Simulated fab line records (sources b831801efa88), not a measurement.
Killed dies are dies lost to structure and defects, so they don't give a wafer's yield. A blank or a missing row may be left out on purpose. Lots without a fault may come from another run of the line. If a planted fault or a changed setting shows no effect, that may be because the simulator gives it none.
Which tool did it? || flow sky130 || 6 lots, 18 wafers sampled, at 2 steps of a route of 708

## WHAT THE GAUGES READ, wafer by wafer
SKY_POLY_CUT_OVL_MEAS_09.
{"lot": "L235", "measured": "day 25 10:59", "on": "overlay-02", "POLY_CUT_OVL (nm)": "-1 -6 8"}
{"lot": "L246", "measured": "day 29 13:34", "on": "overlay-01", "POLY_CUT_OVL (nm)": "7 0 -3"}
{"lot": "L248", "measured": "day 30 02:56", "on": "overlay-02", "POLY_CUT_OVL (nm)": "3 2 5"}
{"lot": "L251", "measured": "day 31 01:09", "on": "overlay-01", "POLY_CUT_OVL (nm)": "-2 -1 2"}
{"lot": "L253", "measured": "day 31 12:25", "on": "overlay-02", "POLY_CUT_OVL (nm)": "7 -2 5"}
{"lot": "L255", "measured": "day 32 00:22", "on": "overlay-01", "POLY_CUT_OVL (nm)": "-9 -1 1"}

## EACH LOT AND THE TOOL THAT RAN IT (in order: tool; ch and the chambers of the sampled wafers; start)
{"lot": "L235", "SKY_LDD_N_STRIP_16": "plasma asher-02 ch 0,1, day 19 00:11"}
{"lot": "L246", "SKY_LDD_N_STRIP_16": "plasma asher-04 ch 0,1, day 23 10:23"}
{"lot": "L248", "SKY_LDD_N_STRIP_16": "plasma asher-04 ch 0,1, day 24 01:31"}
{"lot": "L251", "SKY_LDD_N_STRIP_16": "plasma asher-02 ch 0,1, day 24 23:13"}
{"lot": "L253", "SKY_LDD_N_STRIP_16": "plasma asher-01 ch 0,1, day 25 12:59"}
{"lot": "L255", "SKY_LDD_N_STRIP_16": "plasma asher-02 ch 0,1, day 26 00:37"}
- SKY_LDD_N_STRIP_16: strips in O2/N2.

## THE ANSWER, worked out from the rows above alone
Rule: the usual values come from the lots themselves. Put in order of their means at a reading, lots are off if they are a third of the lots or fewer, leave a main group of 4 or more, and stand apart from it by a gap of 3 or more times the standard deviation of the main group's means; of several such gaps the widest counts. The tables above print the reading to a certain number of digits; a main group whose means all agree to those digits is not used. Also off: a lot with no number at a reading for which 4 or more lots have one. All remaining lots with rows at the step are treated as sound.
No lot is off at any reading shown: from this, nothing can be told.

## WHAT WAS PUT IN BY THE SIMULATOR
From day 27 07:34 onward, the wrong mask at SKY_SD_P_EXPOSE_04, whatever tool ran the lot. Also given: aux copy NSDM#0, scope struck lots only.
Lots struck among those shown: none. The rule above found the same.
